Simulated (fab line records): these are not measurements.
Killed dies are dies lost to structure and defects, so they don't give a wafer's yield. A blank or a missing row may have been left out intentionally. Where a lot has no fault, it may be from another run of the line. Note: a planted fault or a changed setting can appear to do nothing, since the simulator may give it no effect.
Code-filled problem report in 8D (eight disciplines) form + flow sky130 + the parts of the form that need people (team, actions taken, sign-off) are left out

1. THE ISSUE
Wafers without a fault read 3.1, standard deviation 2; killed_at_M4_up at SKY_PAD_OPEN_PROBE_99 reads a mean of 50.5 on 6 wafers belonging to 2 lots. Measured from the usual mean, that is +24 standard deviations.
The first sign was on wafer L640.2 at day 49 13:21, on prober-01. Wafers with a number at this step in the record: 12, from 4 lots. Rule for "out" (also "out of limits"): further than 4 standard deviations from the usual mean. The other wafers with a number count as sound.

2. WHAT IT IS, WHAT IT ISN'T
| question                    | is                                                                                                   | is not                                                                                                  |
|-----------------------------|------------------------------------------------------------------------------------------------------|---------------------------------------------------------------------------------------------------------|
| which readings at this step | killed_at_M4_up, defect-limited-yield, killed-dies, sort_bin_5_function, sort-n-pass, sort-yield-pct | killed-at-contacts, killed-at-front-end, killed-open, killed-short, sort_bin_6_memory, sort_bin_8_speed |
| which lots                  | L640, L641                                                                                           | L624, L637                                                                                              |
| which wafers of those lots  | all that have a number                                                                               | -                                                                                                       |
| read on which tools         | prober-01, prober-02                                                                                 | -                                                                                                       |
| when                        | from day 49 13:21                                                                                    | up to then (6 sound wafers)                                                                             |

3. THE SUSPECTS, EACH WITH WHAT RULES IT OUT
Counting: a tool at any process step up to the reading remains a suspect when it ran all the lots that are out and ran no sound lot after the first of those.
- wet-bench-03 at SKY_METAL5_STRIP_17 (strips in post etch residue remover, time 1200 s): kept. All lots that are out passed through it, beginning with L640 at day 47 22:10, and no sound lot followed; its final sound lot before that point was L637 at day 47 07:43.
- plasma-asher-02 at SKY_PASSIVATION_STRIP_12 (strips in O2/N2): kept. It ran every lot that is out, first L640 (day 48 17:29), and no sound lot after that.
After counting, wet-bench-03 at SKY_METAL5_STRIP_17 and plasma-asher-02 at SKY_PASSIVATION_STRIP_12 remain.

4. THE CAUSE (what the simulator had put in)
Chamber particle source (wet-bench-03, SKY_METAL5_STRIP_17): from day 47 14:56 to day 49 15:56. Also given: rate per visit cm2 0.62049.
Counting leaves 2 suspects; this tool is one of them.

5. THE CHAIN OF EFFECTS, in route order
One row per reading whose mean, taken over the struck wafers that have a number, lies over 3 standard deviations from the usual. Only readings whose record carries a usual standard deviation are examined. hours: median over the lots of the time between each lot's start at the first step of this table that gives one and its start at this step. sigmas: the change, counted in usual standard deviations.
| hours | step                  | reading              | usual  | on struck wafers | change | sigmas |
|-------|-----------------------|----------------------|--------|------------------|--------|--------|
| 0     | SKY_PAD_OPEN_PROBE_99 | defect-limited-yield | 82.5 % | 73.6             | -8.9   | -5.0   |
| 0     | SKY_PAD_OPEN_PROBE_99 | killed_at_M4_up      | 3.1    | 50.5             | +47.4  | +24    |
| 0     | SKY_PAD_OPEN_PROBE_99 | killed-dies          | 86     | 130              | +44    | +4.9   |
| 0     | SKY_PAD_OPEN_PROBE_99 | sort_bin_3_pad_short | 0.9 %  | 2.3              | +1.4   | +3.1   |
| 0     | SKY_PAD_OPEN_PROBE_99 | sort_bin_5_function  | 10.5 % | 17.4             | +6.9   | +4.9   |
| 0     | SKY_PAD_OPEN_PROBE_99 | sort-n-pass          | 406    | 362              | -44    | -4.9   |
| 0     | SKY_PAD_OPEN_PROBE_99 | sort-yield-pct       | 82.5 % | 73.6             | -8.9   | -5.0   |
The process steps in it:
- SKY_PAD_OPEN_PROBE_99

6. WHAT WOULD HAVE CAUGHT IT SOONER
The fault began at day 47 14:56; the first out-of-limits reading in this record came at day 49 13:21, 46 hours later.
All the lots that are out (2) had begun SKY_METAL5_STRIP_17 on wet-bench-03 by day 49 13:21. Tool hold at that time: it would have spared none of them.
